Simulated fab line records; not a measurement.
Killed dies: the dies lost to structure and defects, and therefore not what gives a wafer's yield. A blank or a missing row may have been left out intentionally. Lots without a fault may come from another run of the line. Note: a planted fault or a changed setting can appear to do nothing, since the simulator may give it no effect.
fab line records -- flow sfqLine -- part 1 of 2: steps 1 to 22 of 32
record: lots: 5, wafers: 15, lastDay: 85
route steps=325 shown M4@152 I4@163 JJ@178
lots that met no fault: taken from a fault-free run of the same line
startH: start of the lot's first displayed wafer, in hours after the record's first day -- waitH: hours since the lot's step before -- " unchanged from the row above -- L1.1+2: a single row standing in for several wafers -- - value missing, or start not given -- * or withheld: withheld -- < > ~ a bound
route shown NAME@n: names a module that has steps shown in the file, with the first one's number in the route -- usual: mean/standard deviation taken from wafers without a fault -- same: alike in all rows -- chamber/n: place in a boat -- sites: each site's reading -- _std_site: standard deviation of those values -- _edge_site: outer sites' mean less inner sites' -- radiusMm: for every site, how far away it sits from the centre of the wafer -- mask NAME#n: copy n -- behind: tool/chamber where the wafer was last shaped -- hold: why the lot went on hold/how many hours it stayed there/how the hold came to an end -- device: names the non-switching transistor (n, p or np) -- end of line: at the end of the route, the tests of the same wafers -- a step given without rows: its recipe and nothing more -- killed: not the wafer's yield, but the dies lost to structure and defects at the first sort -- map: the dies of a wafer, with x for killed, . for not killed, _ for no die there
set.NAME: setting as actually run; set.NAME@STEP: the setting as run at that earlier step -- model.NAME: the simulator's own value behind a step, which no gauge read
a table for each step, a row for each wafer; lots at some steps of the route
services: from which hour (startH, from the record's first day; less than 0 if before it) a tool's chamber was out of use, for how many hours, and why
== steps ==
step: SFQ_TRILAYER_M4_LITHO_COAT_098
recipe: resist: BARC, spinRpm: 3000, resistThkNm: 62
usual: chillPlateTempC: 23.02/0.11, exhaustPa: 45.2/1
lot.wafer,tool,chamber,startH,waitH,chillPlateTempC,exhaustPa
L075.1,lithoTrack-01,0,812.64,0.1,23.01,45.6
L075.2,lithoTrack-01,0,812.64,0.1,23.16,44.9
L075.5,lithoTrack-01,0,812.64,0.1,23.09,45.3
L086.2,lithoTrack-01,0,986.91,0.1,23.02,44.3
L086.3,lithoTrack-01,0,986.91,0.1,23.10,45.6
L086.5,lithoTrack-01,0,986.91,0.1,23.00,44.5
L088.1,lithoTrack-02,0,1138.38,0.1,22.98,45.5
L088.3,lithoTrack-02,0,1138.38,0.1,22.94,47.0
L088.6,lithoTrack-02,0,1138.38,0.1,23.12,45.6
L093.1,lithoTrack-01,0,1149.58,0.1,23.11,44.7
L093.3,lithoTrack-01,0,1149.58,0.1,23.09,44.4
L093.4,lithoTrack-01,0,1149.58,0.1,23.09,45.9
L094.2,lithoTrack-02,0,1152.03,0.1,22.98,45.0
L094.5,lithoTrack-02,0,1152.03,0.1,23.06,45.6
L094.6,lithoTrack-02,0,1152.03,0.1,22.92,46.1
step: SFQ_TRILAYER_M4_LITHO_COAT_093
recipe: resist: KrF, spinRpm: 3000, resistThkNm: 600
usual: chillPlateTempC: 22.99/0.11, exhaustPa: 45.0/0.82
lot.wafer,tool,chamber,startH,waitH,chillPlateTempC,exhaustPa
L075.1,lithoTrack-01,0,812.94,0.2,23.07,45.8
L075.2,lithoTrack-01,0,812.94,0.2,22.92,44.3
L075.5,lithoTrack-01,0,812.94,0.2,22.85,45.0
L086.2,lithoTrack-01,0,987.21,0.2,22.97,45.8
L086.3,lithoTrack-01,0,987.21,0.2,23.06,44.8
L086.5,lithoTrack-01,0,987.21,0.2,23.13,44.9
L088.1,lithoTrack-02,0,1138.68,0.2,22.92,44.8
L088.3,lithoTrack-02,0,1138.68,0.2,23.00,44.9
L088.6,lithoTrack-02,0,1138.68,0.2,23.01,43.4
L093.1,lithoTrack-01,0,1149.88,0.2,23.01,45.2
L093.3,lithoTrack-01,0,1149.88,0.2,22.92,45.1
L093.4,lithoTrack-01,0,1149.88,0.2,23.05,43.6
L094.2,lithoTrack-02,0,1152.33,0.2,22.83,44.9
L094.5,lithoTrack-02,0,1152.33,0.2,22.88,45.6
L094.6,lithoTrack-02,0,1152.33,0.2,22.89,44.4
step: SFQ_TRILAYER_M4_LITHO_SOFTBAKE_097
recipe: tempC: withheld, timeS: withheld, resist: KrF
usual: chillPlateTempC: *, exhaustPa: 45.0/0.74
lot.wafer,tool,chamber,startH,waitH,chillPlateTempC,exhaustPa
L075.1,lithoTrack-01,0,813.24,0.2,*,44.9
L075.2,lithoTrack-01,0,813.24,0.2,*,44.9
L075.5,lithoTrack-01,0,813.24,0.2,*,44.3
L086.2,lithoTrack-01,0,987.48,0.2,*,46.3
L086.3,lithoTrack-01,0,987.48,0.2,*,45.9
L086.5,lithoTrack-01,0,987.48,0.2,*,46.3
L088.1,lithoTrack-02,0,1138.98,0.2,*,45.7
L088.3,lithoTrack-02,0,1138.98,0.2,*,45.0
L088.6,lithoTrack-02,0,1138.98,0.2,*,44.3
L093.1,lithoTrack-01,0,1150.18,0.2,*,44.7
L093.3,lithoTrack-01,0,1150.18,0.2,*,46.7
L093.4,lithoTrack-01,0,1150.18,0.2,*,45.7
L094.2,lithoTrack-02,0,1152.60,0.2,*,44.5
L094.5,lithoTrack-02,0,1152.60,0.2,*,45.2
L094.6,lithoTrack-02,0,1152.60,0.2,*,46.0
step: SFQ_TRILAYER_M4_LITHO_EXPOSE_094
recipe: maskId: M4, na: 0.6, sourceShape: conventional, sigmaOuter: 0.65, targetCdNm: 500, doseMj: 14.4
lot.wafer,tool,chamber,startH,waitH,mask
L075.1+2+5,krfScanner-01,0,938.47,-,M4#0
L086.2+3+5,krfScanner-02,0,1123.21,-,M4#0
L088.1+3+6,krfScanner-02,0,1151.61,-,M4#0
L093.1+3+4,krfScanner-02,0,1169.71,-,M4#0
L094.2+5+6,krfScanner-02,0,1173.51,-,M4#0
step: SFQ_TRILAYER_M4_LITHO_PEB_096
recipe: pebTempC: 115, pebTimeS: 60, resist: KrF
usual: chillPlateTempC: 23.00/0.088, exhaustPa: 44.9/0.89
lot.wafer,tool,chamber,startH,waitH,chillPlateTempC,exhaustPa
L075.1,lithoTrack-01,0,939.67,1.0,22.96,45.2
L075.2,lithoTrack-01,0,939.67,1.0,22.98,45.8
L075.5,lithoTrack-01,0,939.67,1.0,22.97,45.7
L086.2,lithoTrack-01,0,1124.24,0.8,23.03,45.1
L086.3,lithoTrack-01,0,1124.24,0.8,23.02,46.1
L086.5,lithoTrack-01,0,1124.24,0.8,22.99,45.4
L088.1,lithoTrack-03,0,1152.81,1.0,22.87,42.9
L088.3,lithoTrack-03,0,1152.81,1.0,22.99,43.8
L088.6,lithoTrack-03,0,1152.81,1.0,22.93,44.2
L093.1,lithoTrack-02,0,1170.91,1.0,22.91,44.4
L093.3,lithoTrack-02,0,1170.91,1.0,23.01,44.4
L093.4,lithoTrack-02,0,1170.91,1.0,22.99,43.7
L094.2,lithoTrack-02,0,1174.54,0.8,22.79,45.2
L094.5,lithoTrack-02,0,1174.54,0.8,22.85,43.5
L094.6,lithoTrack-02,0,1174.54,0.8,22.92,44.4
step: SFQ_TRILAYER_M4_LITHO_DEVELOP_095
recipe: timeS: 60, resist: KrF
usual: chillPlateTempC: 22.98/0.12, exhaustPa: 45.0/1
lot.wafer,tool,chamber,startH,waitH,chillPlateTempC,exhaustPa
L075.1,lithoTrack-01,0,939.82,0.1,22.85,44.0
L075.2,lithoTrack-01,0,939.82,0.1,22.79,44.0
L075.5,lithoTrack-01,0,939.82,0.1,23.04,44.4
L086.2,lithoTrack-01,0,1124.39,0.1,22.89,44.4
L086.3,lithoTrack-01,0,1124.39,0.1,23.00,44.0
L086.5,lithoTrack-01,0,1124.39,0.1,22.90,45.6
L088.1,lithoTrack-03,0,1152.96,0.1,23.06,44.7
L088.3,lithoTrack-03,0,1152.96,0.1,23.16,45.4
L088.6,lithoTrack-03,0,1152.96,0.1,23.07,45.5
L093.1,lithoTrack-02,0,1171.06,0.1,23.23,45.0
L093.3,lithoTrack-02,0,1171.06,0.1,23.17,44.6
L093.4,lithoTrack-02,0,1171.06,0.1,23.20,45.1
L094.2,lithoTrack-02,0,1174.69,0.1,22.94,44.8
L094.5,lithoTrack-02,0,1174.69,0.1,22.74,43.2
L094.6,lithoTrack-02,0,1174.69,0.1,22.88,43.7
step: SFQ_M4_OVL_MEAS_926
usual: M4_OVL: -2/6.1
lot.wafer,tool,chamber,startH,waitH,M4_OVL[nm]
L075.1,overlay-02,-,939.97,0.1,8
L075.2,overlay-02,-,939.97,0.1,7
L075.5,overlay-02,-,939.97,0.1,6
L086.2,overlay-02,-,1124.52,0.1,5
L086.3,overlay-02,-,1124.52,0.1,3
L086.5,overlay-02,-,1124.52,0.1,0
L088.1,overlay-01,-,1153.11,0.1,-11
L088.3,overlay-01,-,1153.11,0.1,-3
L088.6,overlay-01,-,1153.11,0.1,-6
L093.1,overlay-02,-,1171.21,0.1,-6
L093.3,overlay-02,-,1171.21,0.1,-6
L093.4,overlay-02,-,1171.21,0.1,0
L094.2,overlay-02,-,1174.82,0.1,10
L094.5,overlay-02,-,1174.82,0.1,2
L094.6,overlay-02,-,1174.82,0.1,5
step: SFQ_TRILAYER_M4_BARC_OPEN_METAL_ETCH_123
recipe: maskMaterial: PR, chemistry: O2, targetDepthNm: 125, target: BARC, icpW: 600, biasW: 80, pressureMtorr: 10, timeS: 41.7
usual: drypumpMotorCurrentA: 6.0/0.51, oesProductAu: 0.685/0.0045, rfFwdPowerW: 593.5/1.8
lot.wafer,tool,chamber,startH,waitH,drypumpMotorCurrentA,oesProductAu,rfFwdPowerW,rfHoursCounterH
L075.1,rieMetal-01,1,940.00,0.0,6.2,0.692,595.1,117
L075.2,rieMetal-01,0,940.00,0.0,5.3,0.686,593.1,15
L075.5,rieMetal-01,1,940.00,0.0,6.2,0.682,592.6,-
L086.2,rieMetal-03,1,1124.55,0.0,6.1,0.686,591.2,98
L086.3,rieMetal-03,0,1124.55,0.0,6.6,0.685,593.8,-
L086.5,rieMetal-03,1,1124.55,0.0,6.1,0.696,592.0,-
L088.1,rieMetal-03,1,1153.15,0.0,6.1,0.682,594.1,102
L088.3,rieMetal-03,1,1153.15,0.0,6.1,0.698,594.9,-
L088.6,rieMetal-03,0,1153.15,0.0,6.6,0.686,598.1,-
L093.1,rieMetal-02,1,1171.25,0.0,5.2,0.687,596.5,26
L093.3,rieMetal-02,0,1171.25,0.0,6.1,0.683,594.0,-
L093.4,rieMetal-02,1,1171.25,0.0,5.2,0.694,594.0,-
L094.2,rieMetal-03,0,1174.85,0.0,6.7,0.686,594.8,96
L094.5,rieMetal-03,1,1174.85,0.0,6.1,0.688,590.5,-
L094.6,rieMetal-03,0,1174.85,0.0,6.6,0.688,594.1,-
step: SFQ_TRILAYER_M4_ETCH_METAL_ETCH_096
recipe: target: Nb, stopOn: SiO2, maskMaterial: PR, chemistry: Cl2/Ar, targetDepthNm: 240, icpW: 600, biasW: 77.47, pressureMtorr: 10, timeS: 120
usual: drypumpMotorCurrentA: 6.0/0.51, oesProductAu: 0.894/0.0074, rfFwdPowerW: 596.7/1.9
lot.wafer,tool,chamber,startH,waitH,drypumpMotorCurrentA,oesProductAu,rfFwdPowerW,rfHoursCounterH
L075.1,rieMetal-01,1,940.06,0.0,6.2,0.888,597.9,117
L075.2,rieMetal-01,0,940.06,0.0,5.3,0.887,597.1,15
L075.5,rieMetal-01,1,940.06,0.0,6.2,0.891,598.3,-
L086.2,rieMetal-03,1,1124.61,0.0,6.1,0.891,595.6,98
L086.3,rieMetal-03,0,1124.61,0.0,6.6,0.900,597.0,-
L086.5,rieMetal-03,1,1124.61,0.0,6.1,0.888,597.3,-
L088.1,rieMetal-03,1,1153.21,0.0,6.1,0.898,595.4,102
L088.3,rieMetal-03,1,1153.21,0.0,6.1,0.907,595.1,-
L088.6,rieMetal-03,0,1153.21,0.0,6.6,0.897,601.0,-
L093.1,rieMetal-02,1,1171.31,0.0,5.2,0.889,595.9,26
L093.3,rieMetal-02,0,1171.31,0.0,6.1,0.897,595.3,-
L093.4,rieMetal-02,1,1171.31,0.0,5.2,0.892,595.9,-
L094.2,rieMetal-03,0,1174.91,0.0,6.6,0.896,596.9,96
L094.5,rieMetal-03,1,1174.91,0.0,6.1,0.872,597.5,-
L094.6,rieMetal-03,0,1174.91,0.0,6.6,0.894,596.7,-
step: SFQ_TRILAYER_M4_STRIP_STRIP_097
recipe: gas: O2, powerW: 200, platenTempC: 40, overashFraction: 0.65, chemistry: O2, pressureMtorr: 50
usual: drypumpMotorCurrentA: 6.0/0.51, oesProductAu: 1.000/0.0076
lot.wafer,tool,chamber,startH,waitH,drypumpMotorCurrentA,oesProductAu,rfHoursCounterH
L075.1,rieMetal-01,1,940.19,0.1,6.2,1.000,117
L075.2,rieMetal-01,0,940.19,0.1,5.3,0.996,15
L075.5,rieMetal-01,1,940.19,0.1,6.2,1.004,-
L086.2,rieMetal-03,1,1124.73,0.1,6.1,1.004,98
L086.3,rieMetal-03,0,1124.73,0.1,6.6,1.015,-
L086.5,rieMetal-03,1,1124.73,0.1,6.1,1.001,-
L088.1,rieMetal-03,1,1153.33,0.1,6.1,0.989,102
L088.3,rieMetal-03,1,1153.33,0.1,6.1,0.995,-
L088.6,rieMetal-03,0,1153.33,0.1,6.6,1.002,-
L093.1,rieMetal-02,1,1171.43,0.1,5.2,0.996,26
L093.3,rieMetal-02,0,1171.43,0.1,6.1,1.004,-
L093.4,rieMetal-02,1,1171.43,0.1,5.2,0.989,-
L094.2,rieMetal-03,0,1175.03,0.1,6.6,1.007,97
L094.5,rieMetal-03,1,1175.03,0.1,6.1,0.994,-
L094.6,rieMetal-03,0,1175.03,0.1,6.6,1.004,-
step: SFQ_TRILAYER_M4_STRIP_SOLV_CLEAN_098
recipe: chemistry: NMP, tempC: 70, timeS: 600
lot.wafer,tool,chamber,startH,waitH
L075.1+2+5,wetBench-03,"5,0,7",940.79,0.4
L086.2+3+5,wetBench-02,"0,7,6",1125.33,0.4
L088.1+3+6,wetBench-01,"1,2,5",1153.93,0.4
L093.1+3+4,wetBench-01,"1,0,6",1172.03,0.4
L094.2+5+6,wetBench-02,"7,6,1",1175.63,0.4
step: SFQ_TRILAYER_I4_DEP_PECVD_099
recipe: material: SiO2, tempC: 150, timeS: 111.11, pressureTorr: 2.4, rfW: 183.3, precursor: SiH4/N2O, targetThkNm: 500
usual: heaterPowerW: 80/13, rfFwdPowerW: 182.4/0.64, throttleValvePct: 24.2/1.2
lot.wafer,tool,chamber,startH,waitH,heaterPowerW,rfFwdPowerW,throttleValvePct
L075.1,pecvd-04,1,940.96,0.0,80,182.6,24.7
L075.2,pecvd-04,2,940.96,0.0,73,182.5,23.9
L075.5,pecvd-04,0,940.96,0.0,54,183.5,25.2
L086.2,pecvd-02,0,1125.51,0.0,77,181.5,24.1
L086.3,pecvd-02,2,1125.51,0.0,98,183.4,23.5
L086.5,pecvd-02,1,1125.51,0.0,69,182.6,22.1
L088.1,pecvd-04,0,1154.11,0.0,59,182.8,26.6
L088.3,pecvd-04,2,1154.11,0.0,69,182.1,24.4
L088.6,pecvd-04,1,1154.11,0.0,87,182.2,25.1
L093.1,pecvd-04,1,1172.21,0.0,84,182.7,24.8
L093.3,pecvd-04,0,1172.21,0.0,57,184.1,26.6
L093.4,pecvd-04,0,1172.21,0.0,60,183.5,26.5
L094.2,pecvd-01,1,1175.83,0.0,88,182.3,24.0
L094.5,pecvd-01,1,1175.83,0.0,73,182.3,23.7
L094.6,pecvd-01,0,1175.83,0.0,85,182.4,23.9
step: SFQ_TRILAYER_I4_CMP_CMP_100
recipe: material: SiO2, downForcePsi: 3, platenRpm: 60, padVelocityMS: 0.94248
usual: edgeZonePressureFrac: 1.000/0.0046, motorCurrentA: 10.4/1.1, timeToEndpointS: 214/5.6
lot.wafer,tool,chamber,startH,waitH,edgeZonePressureFrac,motorCurrentA,timeToEndpointS
L075.1,cmp-02,0,945.57,4.6,0.999,9.6,213
L075.2,cmp-02,1,945.57,4.6,0.993,11.3,212
L075.5,cmp-02,0,947.57,6.5,1.002,10.2,217
L086.2,cmp-02,0,1125.59,0.0,1.003,10.4,201
L086.3,cmp-02,3,1127.09,1.5,1.006,11.8,205
L086.5,cmp-02,1,1128.09,2.5,0.999,11.2,216
L088.3,cmp-02,3,1159.19,5.0,1.006,11.3,208
L088.1,cmp-02,2,1160.69,6.5,1.009,10.7,209
L088.6,cmp-02,0,1161.69,7.5,0.997,9.8,215
L093.4,cmp-02,3,1183.19,10.9,0.999,11.0,221
L093.3,cmp-02,0,1183.19,10.9,1.006,10.3,212
L093.1,cmp-02,2,1184.69,12.4,0.999,10.6,210
L094.2,cmp-02,3,1187.19,11.3,0.996,12.1,207
L094.5,cmp-02,1,1188.19,12.3,1.006,10.7,219
L094.6,cmp-02,2,1188.19,12.3,1.005,10.6,223
step: SFQ_I4_BOW_MEAS_927
recipe: mode: bow
usual: I4_BOW: 1/9.4
lot.wafer,tool,chamber,startH,waitH,I4_BOW[um]
L075.1,filmMetro-04,-,948.57,2.5,6
L075.2,filmMetro-04,-,948.57,2.5,-5
L075.5,filmMetro-04,-,948.57,2.5,5
L086.2,filmMetro-01,-,1128.61,2.5,10
L086.3,filmMetro-01,-,1128.61,2.5,11
L086.5,filmMetro-01,-,1128.61,2.5,6
L088.1,filmMetro-01,-,1162.19,1.0,6
L088.3,filmMetro-01,-,1162.19,1.0,8
L088.6,filmMetro-01,-,1162.19,1.0,13
L093.1,filmMetro-01,-,1186.19,1.0,-9
L093.3,filmMetro-01,-,1186.19,1.0,0
L093.4,filmMetro-01,-,1186.19,1.0,9
L094.2,filmMetro-01,-,1189.21,1.5,-3
L094.5,filmMetro-01,-,1189.21,1.5,-6
L094.6,filmMetro-01,-,1189.21,1.5,-8
step: SFQ_TRILAYER_I4_METRO_MEASURE_101
usual: thkNm: 199.5/0.99
lot.wafer,tool,chamber,startH,waitH,thkNm
L075.1,filmMetro-04,-,948.69,0.1,200.0
L075.2,filmMetro-04,-,948.69,0.1,201.2
L075.5,filmMetro-04,-,948.69,0.1,199.8
L086.2,filmMetro-01,-,1128.91,0.3,200.5
L086.3,filmMetro-01,-,1128.91,0.3,200.8
L086.5,filmMetro-01,-,1128.91,0.3,200.1
L088.1,filmMetro-01,-,1162.31,0.1,198.7
L088.3,filmMetro-01,-,1162.31,0.1,198.6
L088.6,filmMetro-01,-,1162.31,0.1,198.6
L093.1,filmMetro-01,-,1186.31,0.1,199.3
L093.3,filmMetro-01,-,1186.31,0.1,200.1
L093.4,filmMetro-01,-,1186.31,0.1,199.9
L094.2,filmMetro-01,-,1189.51,0.3,198.9
L094.5,filmMetro-01,-,1189.51,0.3,199.1
L094.6,filmMetro-01,-,1189.51,0.3,199.5
step: SFQ_TRILAYER_I4_VIA_LITHO_COAT_108
recipe: resist: BARC, spinRpm: 3000, resistThkNm: 62
usual: chillPlateTempC: 22.99/0.12, exhaustPa: 44.9/0.77
lot.wafer,tool,chamber,startH,waitH,chillPlateTempC,exhaustPa
L075.1,lithoTrack-04,0,949.89,1.0,22.88,44.3
L075.2,lithoTrack-04,0,949.89,1.0,22.84,44.6
L075.5,lithoTrack-04,0,949.89,1.0,23.04,43.2
L086.2,lithoTrack-01,0,1129.96,0.8,22.79,46.1
L086.3,lithoTrack-01,0,1129.96,0.8,22.97,44.3
L086.5,lithoTrack-01,0,1129.96,0.8,22.82,45.7
L088.1,lithoTrack-04,0,1163.51,1.0,23.09,44.2
L088.3,lithoTrack-04,0,1163.51,1.0,22.99,45.1
L088.6,lithoTrack-04,0,1163.51,1.0,23.10,43.9
L093.1,lithoTrack-04,0,1187.51,1.0,22.92,44.2
L093.3,lithoTrack-04,0,1187.51,1.0,22.80,44.2
L093.4,lithoTrack-04,0,1187.51,1.0,22.90,45.1
L094.2,lithoTrack-03,0,1190.56,0.8,22.95,45.3
L094.5,lithoTrack-03,0,1190.56,0.8,22.87,45.9
L094.6,lithoTrack-03,0,1190.56,0.8,22.82,45.3
step: SFQ_TRILAYER_I4_VIA_LITHO_COAT_103
recipe: resist: KrF, spinRpm: 3058, resistThkNm: 650
usual: chillPlateTempC: 23.02/0.098, exhaustPa: 44.8/0.95
lot.wafer,tool,chamber,startH,waitH,chillPlateTempC,exhaustPa
L075.1,lithoTrack-04,0,950.19,0.2,23.08,45.3
L075.2,lithoTrack-04,0,950.19,0.2,22.95,44.0
L075.5,lithoTrack-04,0,950.19,0.2,23.19,44.4
L086.2,lithoTrack-01,0,1130.26,0.2,23.06,43.6
L086.3,lithoTrack-01,0,1130.26,0.2,23.13,43.5
L086.5,lithoTrack-01,0,1130.26,0.2,23.02,43.5
L088.1,lithoTrack-04,0,1163.81,0.2,23.11,44.4
L088.3,lithoTrack-04,0,1163.81,0.2,22.97,45.7
L088.6,lithoTrack-04,0,1163.81,0.2,22.99,44.7
L093.1,lithoTrack-04,0,1187.81,0.2,22.99,45.0
L093.3,lithoTrack-04,0,1187.81,0.2,23.12,45.9
L093.4,lithoTrack-04,0,1187.81,0.2,22.94,45.2
L094.2,lithoTrack-03,0,1190.86,0.2,23.19,45.0
L094.5,lithoTrack-03,0,1190.86,0.2,23.39,43.6
L094.6,lithoTrack-03,0,1190.86,0.2,23.25,43.0
step: SFQ_TRILAYER_I4_VIA_LITHO_SOFTBAKE_107
recipe: tempC: withheld, timeS: withheld, resist: KrF
usual: chillPlateTempC: *, exhaustPa: 45.2/0.78
lot.wafer,tool,chamber,startH,waitH,chillPlateTempC,exhaustPa
L075.1,lithoTrack-04,0,950.49,0.2,*,45.5
L075.2,lithoTrack-04,0,950.49,0.2,*,46.4
L075.5,lithoTrack-04,0,950.49,0.2,*,44.7
L086.2,lithoTrack-01,0,1130.53,0.2,*,45.1
L086.3,lithoTrack-01,0,1130.53,0.2,*,45.0
L086.5,lithoTrack-01,0,1130.53,0.2,*,45.2
L088.1,lithoTrack-04,0,1164.11,0.2,*,44.8
L088.3,lithoTrack-04,0,1164.11,0.2,*,46.4
L088.6,lithoTrack-04,0,1164.11,0.2,*,44.5
L093.1,lithoTrack-04,0,1188.11,0.2,*,45.8
L093.3,lithoTrack-04,0,1188.11,0.2,*,44.7
L093.4,lithoTrack-04,0,1188.11,0.2,*,44.3
L094.2,lithoTrack-03,0,1191.13,0.2,*,46.6
L094.5,lithoTrack-03,0,1191.13,0.2,*,46.4
L094.6,lithoTrack-03,0,1191.13,0.2,*,46.2
step: SFQ_TRILAYER_I4_VIA_LITHO_EXPOSE_104
recipe: maskId: I4, na: 0.6, sourceShape: conventional, sigmaOuter: 0.65, targetCdNm: 700, doseMj: 21.3
lot.wafer,tool,chamber,startH,waitH,mask
L075.1+2+5,krfScanner-02,0,1093.01,-,I4#0
L086.2+3+5,krfScanner-01,0,1278.19,-,I4#0
L088.1+3+6,krfScanner-01,0,1291.19,-,I4#0
L093.1+3+4,krfScanner-01,0,1312.72,-,I4#0
L094.2+5+6,krfScanner-01,0,1315.32,-,I4#0
step: SFQ_TRILAYER_I4_VIA_LITHO_PEB_106
recipe: pebTempC: 115, pebTimeS: 60, resist: KrF
usual: chillPlateTempC: 22.99/0.12, exhaustPa: 45.1/0.94
lot.wafer,tool,chamber,startH,waitH,chillPlateTempC,exhaustPa
L075.1,lithoTrack-03,0,1094.21,1.0,22.90,45.0
L075.2,lithoTrack-03,0,1094.21,1.0,22.93,45.7
L075.5,lithoTrack-03,0,1094.21,1.0,22.89,44.1
L086.2,lithoTrack-01,0,1279.22,0.8,23.05,45.2
L086.3,lithoTrack-01,0,1279.22,0.8,23.09,46.1
L086.5,lithoTrack-01,0,1279.22,0.8,22.74,45.5
L088.1,lithoTrack-04,0,1292.39,1.0,23.16,44.2
L088.3,lithoTrack-04,0,1292.39,1.0,22.79,46.1
L088.6,lithoTrack-04,0,1292.39,1.0,23.08,44.0
L093.1,lithoTrack-04,0,1313.92,1.0,23.17,45.8
L093.3,lithoTrack-04,0,1313.92,1.0,23.11,45.5
L093.4,lithoTrack-04,0,1313.92,1.0,23.13,45.7
L094.2,lithoTrack-03,0,1316.34,0.8,22.80,45.7
L094.5,lithoTrack-03,0,1316.34,0.8,22.99,45.6
L094.6,lithoTrack-03,0,1316.34,0.8,23.05,45.3
step: SFQ_TRILAYER_I4_VIA_LITHO_DEVELOP_105
recipe: timeS: 60, resist: KrF
usual: chillPlateTempC: 23.01/0.099, exhaustPa: 45.1/0.91
lot.wafer,tool,chamber,startH,waitH,chillPlateTempC,exhaustPa
L075.1,lithoTrack-03,0,1094.36,0.1,22.89,45.2
L075.2,lithoTrack-03,0,1094.36,0.1,23.08,44.9
L075.5,lithoTrack-03,0,1094.36,0.1,22.99,45.9
L086.2,lithoTrack-01,0,1279.37,0.1,23.04,44.1
L086.3,lithoTrack-01,0,1279.37,0.1,23.03,44.8
L086.5,lithoTrack-01,0,1279.37,0.1,22.94,45.0
L088.1,lithoTrack-04,0,1292.54,0.1,22.98,45.5
L088.3,lithoTrack-04,0,1292.54,0.1,23.06,44.4
L088.6,lithoTrack-04,0,1292.54,0.1,22.98,45.4
L093.1,lithoTrack-04,0,1314.07,0.1,22.94,46.6
L093.3,lithoTrack-04,0,1314.07,0.1,23.10,46.8
L093.4,lithoTrack-04,0,1314.07,0.1,22.84,44.9
L094.2,lithoTrack-03,0,1316.49,0.1,23.03,44.9
L094.5,lithoTrack-03,0,1316.49,0.1,23.03,44.7
L094.6,lithoTrack-03,0,1316.49,0.1,22.99,45.2
step: SFQ_I4_OVL_MEAS_928
usual: I4_OVL: 0/5.9
lot.wafer,tool,chamber,startH,waitH,I4_OVL[nm]
L075.1,overlay-02,-,1094.51,0.1,4
L075.2,overlay-02,-,1094.51,0.1,3
L075.5,overlay-02,-,1094.51,0.1,3
L086.2,overlay-02,-,1279.50,0.1,3
L086.3,overlay-02,-,1279.50,0.1,5
L086.5,overlay-02,-,1279.50,0.1,5
L088.1,overlay-01,-,1292.69,0.1,-1
L088.3,overlay-01,-,1292.69,0.1,2
L088.6,overlay-01,-,1292.69,0.1,-5
L093.1,overlay-01,-,1314.22,0.1,-9
L093.3,overlay-01,-,1314.22,0.1,-5
L093.4,overlay-01,-,1314.22,0.1,-13
L094.2,overlay-01,-,1316.62,0.1,4
L094.5,overlay-01,-,1316.62,0.1,-1
L094.6,overlay-01,-,1316.62,0.1,3
